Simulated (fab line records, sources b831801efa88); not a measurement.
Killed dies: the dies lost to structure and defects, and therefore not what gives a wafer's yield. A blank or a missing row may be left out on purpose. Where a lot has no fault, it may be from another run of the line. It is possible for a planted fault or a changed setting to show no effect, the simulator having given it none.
fab line records + flow sky130
record
- lots=5
- wafers=15
- last-day=49
route steps=708 shown FIELD_ISO@27 NWELL@32 DNWELL@35 PWDE@45
lots that met no fault: from a run of the same line without faults
start-h: hours from the record's first day to the start of the lot's first wafer shown + wait-h: time in hours since the lot's previous step + " unchanged from the row above + L1.1+2: a single row standing in for several wafers + - no value, or no start given + * or withheld: withheld + < > ~ a bound
route shown NAME@n: names a module that has steps shown in the file, with the first one's number in the route + usual: mean/standard deviation taken from wafers without a fault + same: alike in all rows + chamber/n: place in a boat + sites: the reading at each site + _std_site: their standard deviation + _edge_site: outer sites' mean less inner sites' + radius-mm: for every site, how far away it sits from the centre of the wafer + mask NAME#n: copy n + behind: tool/chamber where the wafer was last shaped + hold: why the lot was held/for how many hours/how that ended + device: which transistor (n, p or np) failed to switch + end of line: tests of these same wafers at the route's end + a step without rows: its recipe alone + killed: dies lost to structure and defects at the first sort, not the wafer's yield + map: dies across one wafer; x = killed, . = not, _ = none there
set.NAME: the run value of the setting; set.NAME@STEP: its run value at that earlier step + model.NAME: the simulator's own value behind a step, which no gauge read
certain route steps with their lots: each step a table, each wafer a row
services: the hour from which a tool's chamber was out of use, counted from the record's first day as start-h (under 0 if before that day), plus the number of hours and why
## steps
# step SKY_FIELD_ISO_ANNEAL_26
# recipe
- temp-c=1000
- time-s=1800
- ambient=N2
# step SKY_FIELD_ISO_CMP_27
# recipe
- stop-on=Si3N4
- t-overpolish-s=16
- down-force-psi=4
- platen-rpm=60
- target-thk-nm=457.8
- pad-velocity-m-s=0.94248
# usual
- motor-current-A=12.6/0.7
- overpolish-run-s=15.999/0.0083
- time-to-endpoint-s=112/4.1
| lot.wafer | tool   | chamber | start-h | wait-h | motor-current-A | overpolish-run-s | time-to-endpoint-s |
|-----------|--------|---------|---------|--------|-----------------|------------------|--------------------|
| L452.3    | cmp-02 | 1       | 50.63   | 0.1    | 13.1            | 16.012           | 115                |
| L452.2    | "      | 2       | "       | "      | 12.3            | 16.006           | 117                |
| L452.6    | "      | 3       | "       | "      | 13.2            | 15.999           | 110                |
| L455.4    | cmp-01 | 1       | 68.73   | 0.0    | 12.1            | 16.001           | 121                |
| L455.1    | "      | 3       | "       | "      | 13.8            | 16.000           | 111                |
| L455.5    | "      | 2       | "       | "      | 13.0            | 16.013           | 107                |
| L457.2    | cmp-01 | 3       | 75.59   | 0.0    | 13.3            | 15.993           | 112                |
| L457.4    | "      | 1       | "       | "      | 12.6            | 15.990           | 117                |
| L457.1    | "      | 2       | "       | "      | 13.4            | 15.996           | 107                |
| L462.2    | cmp-02 | 2       | 100.23  | 0.1    | 13.0            | 15.995           | 110                |
| L462.5    | "      | 1       | "       | "      | 12.7            | 15.987           | 112                |
| L462.6    | "      | 2       | "       | "      | 12.5            | 16.001           | 105                |
| L464.3    | cmp-02 | 0       | 114.68  | 0.1    | 11.4            | 15.985           | 111                |
| L464.2    | "      | 1       | "       | "      | 12.8            | 15.991           | 120                |
| L464.5    | "      | 2       | "       | "      | 13.0            | 16.010           | 113                |
# step SKY_FIELD_ISO_WET_ETCH_28
# recipe
- chemistry=dHF
- target-depth-nm=23.7
- target=SiO2
- dilution=10:1
- temp-c=25
- time-s=47
# step SKY_FIELD_ISO_WET_ETCH_29
# recipe
- chemistry=H3PO4
- target-depth-nm=160
- target=Si3N4
- temp-c=160
- time-s=1825
# step SKY_FIELD_ISO_WET_ETCH_30
# recipe
- chemistry=dHF
- target-depth-nm=25
- target=SiO2
- dilution=10:1
- temp-c=25
- time-s=50
# step SKY_NWELL_CLEAN_00
# recipe
- chemistry=SC1/SC2
- mix=1:4:20
- temp-c=70
- time-s=150
- dry=n2-spin
# step SKY_NWELL_OXIDATION_01
# recipe
- temp-c=900
- ambient=O2
- stabilise-s=600
- purge-s=300
- target-thk-a=100
- ox-time-s=1418
# step SKY_NWELL_THK_MEAS_02
# recipe
- reads=SiO2_of_NWELL_OXIDATION_01
# usual
- NWELL_OXIDATION_THK=9.99/0.15
| lot.wafer | tool          | chamber | start-h | wait-h | NWELL_OXIDATION_THK[nm] |
|-----------|---------------|---------|---------|--------|-------------------------|
| L452.2    | film-metro-01 | -       | 53.04   | 0.0    | 10.20                   |
| L452.3    | "             | -       | "       | "      | 10.05                   |
| L452.6    | "             | -       | "       | "      | 9.91                    |
| L455.1    | film-metro-01 | -       | 71.47   | 0.0    | 10.14                   |
| L455.4    | "             | -       | "       | "      | 9.96                    |
| L455.5    | "             | -       | "       | "      | 10.14                   |
| L457.1    | film-metro-01 | -       | 78.03   | 0.0    | 9.73                    |
| L457.2    | "             | -       | "       | "      | 9.71                    |
| L457.4    | "             | -       | "       | "      | 9.69                    |
| L462.2    | film-metro-01 | -       | 103.04  | 0.0    | 9.98                    |
| L462.5    | "             | -       | "       | "      | 9.98                    |
| L462.6    | "             | -       | "       | "      | 10.06                   |
| L464.2    | film-metro-01 | -       | 118.19  | 0.0    | 10.00                   |
| L464.3    | "             | -       | "       | "      | 9.89                    |
| L464.5    | "             | -       | "       | "      | 9.98                    |
# step SKY_DNWELL_DEHYDRATE_00
# recipe
- temp-c=200
- time-s=60
# step SKY_DNWELL_HMDS_01
# recipe
- prime-time-s=60
- prime-temp-c=120
# step SKY_DNWELL_COAT_02
# recipe
- spin-rpm=2000
- resist-thk-nm=3000
# step SKY_DNWELL_SOFTBAKE_03
# recipe
- temp-c=110
- time-s=withheld
# step SKY_DNWELL_EXPOSE_04
# recipe
- mask-id=DNM
- na=0.57
- target-cd-nm=3000
- dose-mj=222
# usual
- focus-offset-nm=-0.1/0.48
- stage-vel-mm-s=500.02/0.27
| lot.wafer | tool             | chamber | start-h | wait-h | mask  | focus-offset-nm | stage-vel-mm-s |
|-----------|------------------|---------|---------|--------|-------|-----------------|----------------|
| L452.2    | iline-stepper-01 | 0       | 61.27   | -      | DNM#0 | -0.8            | 500.32         |
| L452.3    | "                | 0       | "       | "      | DNM#0 | -0.6            | 500.60         |
| L452.6    | "                | 0       | "       | "      | DNM#0 | 0.1             | 500.91         |
| L455.1    | iline-stepper-02 | 0       | 79.35   | -      | NWM#0 | -1.1            | 499.99         |
| L455.4    | "                | 0       | "       | "      | NWM#0 | -0.7            | 500.13         |
| L455.5    | "                | 0       | "       | "      | NWM#0 | -1.0            | 500.26         |
| L457.1    | iline-stepper-01 | 0       | 86.78   | -      | DNM#0 | -0.1            | 499.83         |
| L457.2    | "                | 0       | "       | "      | DNM#0 | 0.0             | 499.75         |
| L457.4    | "                | 0       | "       | "      | DNM#0 | 0.7             | 499.83         |
| L462.2    | iline-stepper-02 | 0       | 112.69  | -      | DNM#0 | 0.1             | 500.05         |
| L462.5    | "                | 0       | "       | "      | DNM#0 | -0.4            | 500.43         |
| L462.6    | "                | 0       | "       | "      | DNM#0 | -0.6            | 500.53         |
| L464.2    | iline-stepper-02 | 0       | 127.57  | -      | DNM#0 | -0.5            | 500.47         |
| L464.3    | "                | 0       | "       | "      | DNM#0 | 0.5             | 500.12         |
| L464.5    | "                | 0       | "       | "      | DNM#0 | -0.3            | 499.86         |
# step SKY_DNWELL_PEB_05
# recipe
- temp-c=115
- time-s=withheld
# step SKY_DNWELL_DEVELOP_06
# recipe
- wall-angle-deg=90
- developer=TMAH
- develop-time-s=60
- dev-temp-c=23
# step SKY_DNWELL_IMPLANT_07
# recipe
- species=P
- energy-kev=withheld
- dose-cm2=withheld
- tilt-deg=withheld
# step SKY_DNWELL_STRIP_08
# recipe
- chemistry=O2/N2
- power-w=1400
- pressure-mtorr=1500
- platen-temp-c=withheld
- o2-flow-sccm=3000
- n2-flow-sccm=300
- overash-fraction=0.5
# usual
- drypump-motor-current-A=5.62/0.19
- oes-product-au=0.722/0.0051
- strip-time-to-endpoint-s=36.92/0.11
| lot.wafer | tool            | chamber | start-h | wait-h | drypump-motor-current-A | oes-product-au | rf-hours-counter-h | strip-time-to-endpoint-s |
|-----------|-----------------|---------|---------|--------|-------------------------|----------------|--------------------|--------------------------|
| L452.2    | plasma-asher-03 | 0       | 69.70   | 0.1    | 5.14                    | 0.719          | 39                 | 37.00                    |
| L452.3    | "               | 0       | "       | "      | 5.16                    | 0.729          | -                  | 37.00                    |
| L452.6    | "               | 0       | "       | "      | 5.16                    | 0.719          | -                  | 36.97                    |
| L455.1    | plasma-asher-01 | 0       | 88.41   | 0.1    | 5.59                    | 0.724          | 38                 | 36.99                    |
| L455.4    | "               | 1       | "       | "      | 5.84                    | 0.718          | -                  | 36.92                    |
| L455.5    | "               | 1       | "       | "      | 5.85                    | 0.721          | -                  | 36.97                    |
| L457.1    | plasma-asher-01 | 0       | 95.71   | 0.1    | 5.62                    | 0.723          | 39                 | 36.70                    |
| L457.2    | "               | 1       | "       | "      | 5.86                    | 0.718          | 39                 | 36.67                    |
| L457.4    | "               | 0       | "       | "      | 5.60                    | 0.725          | -                  | 36.77                    |
| L462.2    | plasma-asher-02 | 1       | 120.66  | 0.1    | 5.49                    | 0.718          | 0                  | 36.86                    |
| L462.5    | "               | 0       | "       | "      | 5.64                    | 0.716          | -                  | 36.95                    |
| L462.6    | "               | 1       | "       | "      | 5.52                    | 0.717          | -                  | 36.94                    |
| L464.2    | plasma-asher-02 | 0       | 136.75  | 0.1    | 5.62                    | 0.726          | 2                  | 36.85                    |
| L464.3    | "               | 0       | "       | "      | 5.63                    | 0.717          | -                  | 36.85                    |
| L464.5    | "               | 0       | "       | "      | 5.64                    | 0.726          | -                  | 36.92                    |
# step SKY_DNWELL_TW_MEAS_09
# usual
- DNWELL_TW=1122/7.2
| lot.wafer | tool          | chamber | start-h | wait-h | DNWELL_TW |
|-----------|---------------|---------|---------|--------|-----------|
| L452.2    | film-metro-01 | -       | 69.81   | 0.1    | 1136      |
| L452.3    | "             | -       | "       | "      | 1139      |
| L452.6    | "             | -       | "       | "      | 1141      |
| L455.1    | film-metro-04 | -       | 88.51   | 0.1    | 30        |
| L455.4    | "             | -       | "       | "      | 30        |
| L455.5    | "             | -       | "       | "      | 30        |
| L457.1    | film-metro-04 | -       | 95.81   | 0.1    | 1122      |
| L457.2    | "             | -       | "       | "      | 1121      |
| L457.4    | "             | -       | "       | "      | 1123      |
| L462.2    | film-metro-01 | -       | 120.77  | 0.1    | 1126      |
| L462.5    | "             | -       | "       | "      | 1121      |
| L462.6    | "             | -       | "       | "      | 1131      |
| L464.2    | film-metro-01 | -       | 136.86  | 0.1    | 1141      |
| L464.3    | "             | -       | "       | "      | 1129      |
| L464.5    | "             | -       | "       | "      | 1124      |
# step SKY_PWDE_DEHYDRATE_00
# recipe
- temp-c=200
- time-s=60
# step SKY_PWDE_HMDS_01
# recipe
- prime-time-s=60
- prime-temp-c=120.9
# step SKY_PWDE_COAT_02
# recipe
- spin-rpm=2000
- resist-thk-nm=3000
# step SKY_PWDE_SOFTBAKE_03
# recipe
- temp-c=110
- time-s=withheld
# step SKY_PWDE_EXPOSE_04
# recipe
- mask-id=PWDEM
- na=0.6
- source-shape=conventional
- sigma-outer=0.6
- polarization=unpolarized
- target-cd-nm=840
- dose-mj=214
# step SKY_PWDE_PEB_05
# recipe
- temp-c=115
- time-s=withheld
# step SKY_PWDE_DEVELOP_06
# recipe
- wall-angle-deg=90
- developer=TMAH
- develop-time-s=60
- dev-temp-c=23
# step SKY_PWDE_OVL_MEAS_07
# usual
- PWDE_OVL=0.0/1.8
| lot.wafer | tool       | chamber | start-h | wait-h | PWDE_OVL[nm] |
|-----------|------------|---------|---------|--------|--------------|
| L452.2    | overlay-01 | -       | 86.14   | -      | -1.4         |
| L452.3    | "          | -       | "       | "      | 0.3          |
| L452.6    | "          | -       | "       | "      | 0.2          |
| L455.1    | overlay-02 | -       | 106.07  | -      | 1.6          |
| L455.4    | "          | -       | "       | "      | 1.6          |
| L455.5    | "          | -       | "       | "      | 0.6          |
| L457.1    | overlay-02 | -       | 114.32  | -      | 0.7          |
| L457.2    | "          | -       | "       | "      | 0.0          |
| L457.4    | "          | -       | "       | "      | -1.4         |
| L462.2    | overlay-02 | -       | 138.77  | -      | -0.6         |
| L462.5    | "          | -       | "       | "      | -0.8         |
| L462.6    | "          | -       | "       | "      | -2.0         |
| L464.2    | overlay-02 | -       | 156.54  | -      | 1.8          |
| L464.3    | "          | -       | "       | "      | 2.1          |
| L464.5    | "          | -       | "       | "      | 1.2          |
# step SKY_PWDE_IMPLANT_08
# recipe
- species=B
- energy-kev=150
- dose-cm2=3.6e+12
- tilt-deg=withheld
# step SKY_PWDE_STRIP_09
# recipe
- chemistry=O2/N2
- power-w=1400
- pressure-mtorr=1500
- platen-temp-c=withheld
- o2-flow-sccm=3000
- n2-flow-sccm=300
- overash-fraction=0.5
# usual
- drypump-motor-current-A=5.72/0.21
- oes-product-au=0.722/0.0045
- strip-time-to-endpoint-s=36.97/0.12
| lot.wafer | tool            | chamber | start-h | wait-h | drypump-motor-current-A | oes-product-au | rf-hours-counter-h | strip-time-to-endpoint-s |
|-----------|-----------------|---------|---------|--------|-------------------------|----------------|--------------------|--------------------------|
| L452.2    | plasma-asher-01 | 0       | 86.32   | 0.1    | 5.60                    | 0.714          | 38                 | 36.94                    |
| L452.3    | "               | 1       | "       | "      | 5.83                    | 0.719          | -                  | 37.07                    |
| L452.6    | "               | 0       | "       | "      | 5.61                    | 0.715          | -                  | 37.00                    |
| L455.1    | plasma-asher-01 | 1       | 106.26  | 0.1    | 5.85                    | 0.718          | 41                 | 36.88                    |
| L455.4    | "               | 1       | "       | "      | 5.84                    | 0.728          | -                  | 36.95                    |
| L455.5    | "               | 0       | "       | "      | 5.61                    | 0.713          | -                  | 36.87                    |
| L457.1    | plasma-asher-04 | 0       | 114.51  | 0.1    | 6.21                    | 0.722          | 31                 | 37.06                    |
| L457.2    | "               | 1       | "       | "      | 5.78                    | 0.720          | 31                 | 37.07                    |
| L457.4    | "               | 1       | "       | "      | 5.80                    | 0.721          | -                  | 37.08                    |
| L462.2    | plasma-asher-02 | 0       | 138.95  | 0.1    | 5.61                    | 0.721          | 3                  | 36.95                    |
| L462.5    | "               | 1       | "       | "      | 5.50                    | 0.725          | -                  | 36.85                    |
| L462.6    | "               | 0       | "       | "      | 5.63                    | 0.718          | -                  | 36.79                    |
| L464.2    | plasma-asher-04 | 0       | 156.72  | 0.1    | 6.21                    | 0.719          | 36                 | 36.87                    |
| L464.3    | "               | 0       | "       | "      | 6.23                    | 0.726          | -                  | 36.94                    |
| L464.5    | "               | 0       | "       | "      | 6.23                    | 0.713          | -                  | 36.75                    |
# step SKY_PWDE_TW_MEAS_10
# usual
- PWDE_TW=377.0/2.1
| lot.wafer | tool          | chamber | start-h | wait-h | PWDE_TW |
|-----------|---------------|---------|---------|--------|---------|
| L452.2    | film-metro-04 | -       | 86.43   | 0.1    | 375.6   |
| L452.3    | "             | -       | "       | "      | 374.4   |
| L452.6    | "             | -       | "       | "      | 377.1   |
| L455.1    | film-metro-01 | -       | 106.36  | 0.1    | 378.9   |
| L455.4    | "             | -       | "       | "      | 377.4   |
| L455.5    | "             | -       | "       | "      | 377.1   |
| L457.1    | film-metro-01 | -       | 114.61  | 0.1    | 378.4   |
| L457.2    | "             | -       | "       | "      | 378.3   |
| L457.4    | "             | -       | "       | "      | 377.5   |
| L462.2    | film-metro-01 | -       | 139.06  | 0.1    | 375.7   |
| L462.5    | "             | -       | "       | "      | 375.8   |
| L462.6    | "             | -       | "       | "      | 375.5   |
| L464.2    | film-metro-01 | -       | 156.83  | 0.1    | 378.9   |
| L464.3    | "             | -       | "       | "      | 377.0   |
| L464.5    | "             | -       | "       | "      | 378.8   |
# step SKY_NWELL_DEHYDRATE_03
# recipe
- temp-c=200
- time-s=60
# step SKY_NWELL_HMDS_04
# recipe
- prime-time-s=60
- prime-temp-c=120
# step SKY_NWELL_COAT_05
# recipe
- spin-rpm=2000
- resist-thk-nm=3000
# step SKY_NWELL_SOFTBAKE_06
# recipe
- temp-c=110
- time-s=withheld
# step SKY_NWELL_EXPOSE_07
# recipe
- mask-id=NWM
- na=0.6
- source-shape=conventional
- sigma-outer=0.6
- polarization=unpolarized
- target-cd-nm=840
- dose-mj=255
# step SKY_NWELL_PEB_08
# recipe
- temp-c=115
- time-s=withheld
# step SKY_NWELL_DEVELOP_09
# recipe
- wall-angle-deg=90
- developer=TMAH
- develop-time-s=60
- dev-temp-c=23
# step SKY_NWELL_OVL_MEAS_10
# usual
- NWELL_00_OVL=0.5/1.1
| lot.wafer | tool       | chamber | start-h | wait-h | NWELL_00_OVL[nm] |
|-----------|------------|---------|---------|--------|------------------|
| L452.2    | overlay-01 | -       | 103.77  | -      | -0.8             |
| L452.3    | "          | -       | "       | "      | 0.5              |
| L452.6    | "          | -       | "       | "      | -0.5             |
| L455.1    | overlay-02 | -       | 125.10  | -      | 0.9              |
| L455.4    | "          | -       | "       | "      | 2.8              |
| L455.5    | "          | -       | "       | "      | 1.0              |
| L457.1    | overlay-01 | -       | 132.95  | -      | -2.1             |
| L457.2    | "          | -       | "       | "      | -0.4             |
| L457.4    | "          | -       | "       | "      | -0.9             |
| L462.2    | overlay-01 | -       | 158.94  | -      | -0.5             |
| L462.5    | "          | -       | "       | "      | 1.7              |
| L462.6    | "          | -       | "       | "      | 1.1              |
| L464.2    | overlay-02 | -       | 177.12  | -      | -0.2             |
| L464.3    | "          | -       | "       | "      | -1.0             |
| L464.5    | "          | -       | "       | "      | -0.7             |
# step SKY_NWELL_IMPLANT_11
# recipe
- species=P
- energy-kev=400
- dose-cm2=1.9e+13
- tilt-deg=withheld
# step SKY_NWELL_IMPLANT_12
# recipe
- species=P
- energy-kev=120
- dose-cm2=1.3e+12
- tilt-deg=withheld
# step SKY_NWELL_IMPLANT_13
# recipe
- species=P
- energy-kev=50
- dose-cm2=7e+11
- tilt-deg=withheld
# step SKY_NWELL_STRIP_14
# recipe
- chemistry=O2/N2
- power-w=1400
- pressure-mtorr=1500
- platen-temp-c=withheld
- o2-flow-sccm=3000
- n2-flow-sccm=300
- overash-fraction=0.5
# usual
- drypump-motor-current-A=5.60/0.27
- oes-product-au=0.724/0.0044
- strip-time-to-endpoint-s=36.91/0.1
| lot.wafer | tool            | chamber | start-h | wait-h | drypump-motor-current-A | oes-product-au | rf-hours-counter-h | strip-time-to-endpoint-s |
|-----------|-----------------|---------|---------|--------|-------------------------|----------------|--------------------|--------------------------|
| L452.2    | plasma-asher-02 | 0       | 104.25  | 0.1    | 5.62                    | 0.726          | 43                 | 36.97                    |
| L452.3    | "               | 0       | "       | "      | 5.62                    | 0.726          | -                  | 36.88                    |
| L452.6    | "               | 1       | "       | "      | 5.49                    | 0.729          | -                  | 36.93                    |
| L455.1    | plasma-asher-04 | 0       | 125.59  | 0.1    | 6.21                    | 0.720          | 33                 | 36.94                    |
| L455.4    | "               | 0       | "       | "      | 6.23                    | 0.729          | -                  | 37.04                    |
| L455.5    | "               | 0       | "       | "      | 6.24                    | 0.717          | -                  | 36.97                    |
| L457.1    | plasma-asher-03 | 0       | 133.44  | 0.1    | 5.14                    | 0.720          | 41                 | 36.80                    |
| L457.2    | "               | 1       | "       | "      | 5.71                    | 0.725          | 41                 | 36.77                    |
| L457.4    | "               | 1       | "       | "      | 5.71                    | 0.717          | -                  | 36.90                    |
| L462.2    | plasma-asher-03 | 0       | 159.57  | 0.1    | 5.13                    | 0.727          | 43                 | 36.83                    |
| L462.5    | "               | 1       | "       | "      | 5.72                    | 0.724          | -                  | 36.84                    |
| L462.6    | "               | 0       | "       | "      | 5.13                    | 0.729          | -                  | 36.91                    |
| L464.2    | plasma-asher-02 | 1       | 177.60  | 0.1    | 5.50                    | 0.724          | 6                  | 36.92                    |
| L464.3    | "               | 1       | "       | "      | 5.48                    | 0.719          | -                  | 36.90                    |
| L464.5    | "               | 0       | "       | "      | 5.65                    | 0.727          | -                  | 36.94                    |
# step SKY_NWELL_TW_MEAS_15
# usual
- NWELL_TW=1833/10
| lot.wafer | tool          | chamber | start-h | wait-h | NWELL_TW |
|-----------|---------------|---------|---------|--------|----------|
| L452.2    | film-metro-01 | -       | 104.36  | 0.1    | 1845     |
| L452.3    | "             | -       | "       | "      | 1848     |
| L452.6    | "             | -       | "       | "      | 1855     |
| L455.1    | film-metro-04 | -       | 125.69  | 0.1    | 1952     |
| L455.4    | "             | -       | "       | "      | 1956     |
| L455.5    | "             | -       | "       | "      | 1960     |
| L457.1    | film-metro-03 | -       | 133.54  | 0.1    | 1830     |
| L457.2    | "             | -       | "       | "      | 1832     |
| L457.4    | "             | -       | "       | "      | 1826     |
| L462.2    | film-metro-01 | -       | 159.68  | 0.1    | 1838     |
| L462.5    | "             | -       | "       | "      | 1840     |
| L462.6    | "             | -       | "       | "      | 1846     |
| L464.2    | film-metro-03 | -       | 177.71  | 0.1    | 1834     |
| L464.3    | "             | -       | "       | "      | 1822     |
| L464.5    | "             | -       | "       | "      | 1826     |
## services
| tool             | chamber | start-h | hours | kind                           |
|------------------|---------|---------|-------|--------------------------------|
| cmp-01           | -       | 34.71   | 4.7   | pm                             |
| iline-stepper-02 | 0       | 44.96   | -     | calibration                    |
| cmp-01           | -       | 54.05   | 1.1   | repair                         |
| iline-stepper-01 | -       | 55.83   | 1.7   | pm                             |
| cmp-02           | -       | 67.22   | 4.0   | pm                             |
| cmp-02           | -       | 71.22   | -     | consumable-replace:conditioner |
| cmp-02           | -       | 71.22   | -     | consumable-replace:pad         |
| plasma-asher-03  | -       | 79.33   | 8.1   | repair                         |
| plasma-asher-03  | -       | 90.41   | 38.8  | repair                         |
| iline-stepper-01 | -       | 101.33  | 10.6  | repair                         |
| plasma-asher-02  | -       | 108.75  | 9.0   | pm                             |
| plasma-asher-02  | 0       | 108.75  | 9.0   | vent-cycle                     |
| plasma-asher-02  | 1       | 108.75  | 9.0   | vent-cycle                     |
| cmp-01           | -       | 111.87  | 0.2   | repair                         |
| plasma-asher-02  | 0       | 117.75  | -     | clean                          |
| plasma-asher-02  | 1       | 117.75  | -     | clean                          |
| cmp-01           | -       | 119.90  | 3.1   | repair                         |
| iline-stepper-01 | 0       | 121.16  | -     | calibration                    |
| cmp-01           | -       | 122.96  | 6.2   | pm                             |
| cmp-01           | -       | 139.64  | 1.0   | repair                         |
| cmp-02           | -       | 141.96  | 3.7   | repair                         |
| iline-stepper-02 | -       | 152.73  | 1.7   | pm                             |
| iline-stepper-01 | -       | 155.65  | 2.7   | repair                         |
## key
first-sign
- step=SKY_DNWELL_EXPOSE_04
- reading=mask
- direction=changed
effect
- step=SKY_DNWELL_TW_MEAS_09
- reading=DNWELL_TW
- direction=down
- sigmas=99+
- usual=1122
- struck=30
effect
- step=SKY_NWELL_TW_MEAS_15
- reading=NWELL_TW
- direction=up
- sigmas=12
- usual=1833
- struck=1956
met-at SKY_DNWELL_EXPOSE_04
struck-wafers L455.1,L455.4,L455.5
sort-left-out L455.1,L455.4,L455.5
tester-left-out L455
fault
- kind=wrong-mask
- tool=any
- chamber=-
- onset-h=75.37
- steps=SKY_DNWELL_EXPOSE_04
- aux-copy=NWM#0
- scope=struck-lots-only
# tester-left-out: of these lots the tester's yield and bins aren't shown, on N5 and GAA mostly nor the transistor test; their killed dies are dies lost to structure and defects alone, not to doping, threshold or leakage, so they don't give the yield
# sort-left-out: the simulated sort isn't trusted on such a fault, so these wafers' sort isn't shown, and their yield isn't known
